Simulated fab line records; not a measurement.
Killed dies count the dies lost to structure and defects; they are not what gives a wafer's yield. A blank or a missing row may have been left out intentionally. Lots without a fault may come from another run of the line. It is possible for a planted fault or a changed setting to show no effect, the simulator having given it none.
Problem report in the 8D (eight disciplines) form, filled by code ; flow gf180mcu ; the parts of the form that need people (team, actions taken, sign-off) are left out

## 1. THE ISSUE
V1_CVD_00_THK at GF_V1_THK_MEAS_01 reads a mean of 478 nm on 6 wafers of 2 lots; wafers without a fault read 599 nm with a standard deviation of 7. That is -17 standard deviations from the usual mean.
The first sign was on wafer L621.2 at day 23 20:16, on film-metro-01. The record has a number at this step for 42 wafers belonging to 14 lots. By rule, "out" or "out of limits" means more than 4 standard deviations away from the usual mean. The other wafers with a number count as sound.

## 2. WHAT IT IS; WHAT IT IS NOT
question;is;is not
which readings at this step;V1_CVD_00_THK;-
which lots;L621, L625;L604, L605, L606, L607, L608, L610, L612, L613, L614, L615, L617, L619
which wafers of those lots;all that have a number;-
read on which gauges;film-metro-01, film-metro-04;film-metro-03
when;from day 23 20:16;up to then (36 sound wafers)

## 3. THE SUSPECTS, EACH WITH WHAT RULES IT OUT
Counting: a tool at any process step up to the reading remains a suspect when it ran all the lots that are out and ran no sound lot after the first of those.
- the gauge at GF_V1_THK_MEAS_01 is ruled out. 2 gauges (film-metro-01, film-metro-04) read the wafers that are out.
- hdpcvd-02 at GF_V1_CVD_00 (deposits SiO2, target thk 600 nm, time 100 s): kept. It processed each lot that is out, first L621 at day 23 20:11, and no sound lot thereafter; up to then, the last sound lot it processed was L619 at day 23 05:26. Its own readings are out on those wafers: sih4-flow-sccm.
The count leaves hdpcvd-02 at GF_V1_CVD_00.

## 4. THE CAUSE (what the simulator had put in)
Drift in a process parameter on hdpcvd-02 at GF_V1_CVD_00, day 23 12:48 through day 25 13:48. A move of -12 in setting sih4-flow-sccm, from 60. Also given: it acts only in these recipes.
After counting, this tool was the only one left.

## 5. SEQUENCE OF EFFECTS, ordered by route
Each row: a reading whose mean over the struck wafers that have a number lies more than 3 standard deviations from the usual. Scope: only readings with a usual standard deviation given in the record; hours: median across lots of the time from each lot's start at the first step in this table that gives one to its start at this step; sigmas: change in usual standard deviations.
hours;step;reading;usual;on struck wafers;change;sigmas
0;GF_V1_CVD_00;sih4-flow-sccm;59.98 sccm;47.98;-11.99;-67
0;GF_V1_THK_MEAS_01;V1_CVD_00_THK;599 nm;478;-121;-17
Here are the process steps it includes:
- GF_V1_CVD_00: deposits SiO2, target thk 600 nm, time 100 s.

## 6. WHAT WOULD HAVE CAUGHT IT SOONER
Counted from the fault's start at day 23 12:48, it took 7 hours until the first out-of-limits reading at a measuring or inspecting step in this record, taken at day 23 20:16.
Tool's own readings at GF_V1_CVD_00, sih4-flow-sccm: out on all struck wafers the step has rows for; an alarm limit on them would have tripped on the first.
Lots out: 2; of these, L625 started GF_V1_CVD_00 on hdpcvd-02 after day 23 20:16. Had the tool been put on hold then, it would have been spared.
